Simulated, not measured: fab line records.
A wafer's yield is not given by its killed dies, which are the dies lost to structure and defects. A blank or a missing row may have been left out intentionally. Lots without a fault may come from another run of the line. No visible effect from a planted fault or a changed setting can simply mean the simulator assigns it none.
Which tool is to blame? | flow sfq line | Sampling: 14 lots, 42 wafers, 2 of 325 route steps

== WHAT EACH GAUGE READ, for each wafer ==
SFQ_M7_RS_MEAS_943: measures by four-point-probe. Usual: for M7_NB_RS the level is 0.892 ohm/sq and the standard deviation is 0.012.
lot  | measured     | on            | M7_NB_RS (ohm/sq) | flag
L525 | day 78 06:50 | film metro-04 | 0.880 0.882 0.880 |
L528 | day 78 12:50 | film metro-03 | 0.871 0.892 0.884 |
L531 | day 82 00:09 | film metro-01 | 0.904 0.893 0.906 |
L532 | day 82 06:08 | film metro-01 | 0.898 0.901 0.885 |
L533 | day 82 10:56 | film metro-01 | 0.882 0.889 0.882 |
L537 | day 83 01:20 | film metro-03 | 0.893 0.892 0.891 |
L538 | day 83 06:07 | film metro-04 | 0.871 0.878 0.890 |
L540 | day 83 19:19 | film metro-01 | 0.890 0.891 0.878 |
L542 | day 84 10:55 | film metro-03 | 0.723 0.718 0.729 | OFF
L543 | day 84 13:20 | film metro-03 | 0.721 0.722 0.728 | OFF
L544 | day 84 18:41 | film metro-03 | 0.874 0.885 0.886 |
L545 | day 84 23:31 | film metro-03 | 0.906 0.903 0.912 |
L547 | day 85 06:05 | film metro-01 | 0.885 0.891 0.890 |
L548 | day 85 09:41 | film metro-03 | 0.891 0.900 0.888 |

== WHICH TOOL RAN EACH LOT (tool, then ch and the chambers of the sampled wafers, then the start) ==
lot  | SFQ_TRILAYER_M7_DEP_SPUTTER_175
L525 | pvd sputter-03, day 78 06:45
L528 | pvd sputter-04, day 78 12:45
L531 | pvd sputter-05, day 82 00:00
L532 | pvd sputter-04, day 82 06:00
L533 | pvd sputter-05, day 82 10:48
L537 | pvd sputter-05, day 83 01:12
L538 | pvd sputter-04, day 83 06:00
L540 | pvd sputter-04, day 83 19:12
L542 | pvd sputter-05, day 84 10:48
L543 | pvd sputter-05, day 84 13:12
L544 | pvd sputter-04, day 84 18:36
L545 | pvd sputter-03, day 84 23:24
L547 | pvd sputter-03, day 85 06:00
L548 | pvd sputter-04, day 85 09:36
- SFQ_TRILAYER_M7_DEP_SPUTTER_175: material Nb, target thk 200 nm, time 133.3 s.

== WHAT THE TOOLS THEMSELVES READ (means of the sampled wafers that have a number; where no wafer has one, the mark that the record gives instead) ==
SFQ_TRILAYER_M7_DEP_SPUTTER_175. Usual: cathode dc power W 2000.0 W, standard deviation 0.39; throttle valve pct 30.0 %, standard deviation 0.88.
lot  | tool           | cathode dc power W (W) | throttle valve pct (%) | flag
L525 | pvd sputter-03 | 2000.2                 | 30.4                   |
L528 | pvd sputter-04 | 2000.3                 | 29.8                   |
L531 | pvd sputter-05 | 1999.8                 | 29.3                   |
L532 | pvd sputter-04 | 2000.0                 | 30.1                   |
L533 | pvd sputter-05 | 2000.0                 | 29.4                   |
L537 | pvd sputter-05 | 2000.3                 | 29.4                   |
L538 | pvd sputter-04 | 1999.8                 | 29.6                   |
L540 | pvd sputter-04 | 2000.1                 | 30.5                   |
L542 | pvd sputter-05 | 2479.6                 | 29.4                   | OFF
L543 | pvd sputter-05 | 2480.0                 | 29.5                   | OFF
L544 | pvd sputter-04 | 2000.2                 | 29.7                   |
L545 | pvd sputter-03 | 1999.8                 | 30.0                   |
L547 | pvd sputter-03 | 2000.0                 | 30.0                   |
L548 | pvd sputter-04 | 2000.1                 | 29.7                   |

== THE ANSWER, worked out from the rows above alone ==
Rule: lot off if the mean of its wafers having a number is beyond 3 standard deviations from the usual mean. Also off: a lot with no number at a reading for which 4 or more lots have one. All remaining lots with rows at the step are treated as sound. After the gauges, taken in route order, come the tools' own readings; for these a lot's mean is taken, as printed above. The first step at which some lot is off is used, and at that step the reading that is off furthest; a lot without a number counts as furthest.
Off: L542, L543, seen at SFQ_M7_RS_MEAS_943 (M7_NB_RS).
If a tool, at a process step before that reading, ran all the lots that are off and no sound lot after the first of them, it fits. The gauges at SFQ_M7_RS_MEAS_943 aren't tried: what is off there is off at SFQ_TRILAYER_M7_DEP_SPUTTER_175 too, on other tools, and a gauge's error can't cause that. One candidate fits, namely pvd sputter-05 at SFQ_TRILAYER_M7_DEP_SPUTTER_175. Its last sound lot is L537 (day 83 01:12), its first lot that is off L542 (day 84 10:48): a fault that began between those two fits.
The tool's own readings at SFQ_TRILAYER_M7_DEP_SPUTTER_175 bear it out: on the lots that are off they differ by more than 5 times the standard deviation of the sound lots' means. cathode dc power W reads 2479.8 W there against 2000.0 W on the sound lots.

== WHAT THE SIMULATOR PUT IN ==
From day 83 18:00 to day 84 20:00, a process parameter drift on pvd sputter-05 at SFQ_TRILAYER_M7_DEP_SPUTTER_175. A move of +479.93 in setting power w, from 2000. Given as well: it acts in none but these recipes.
Struck lots among those shown: L542, L543. Same finding as the rule above.
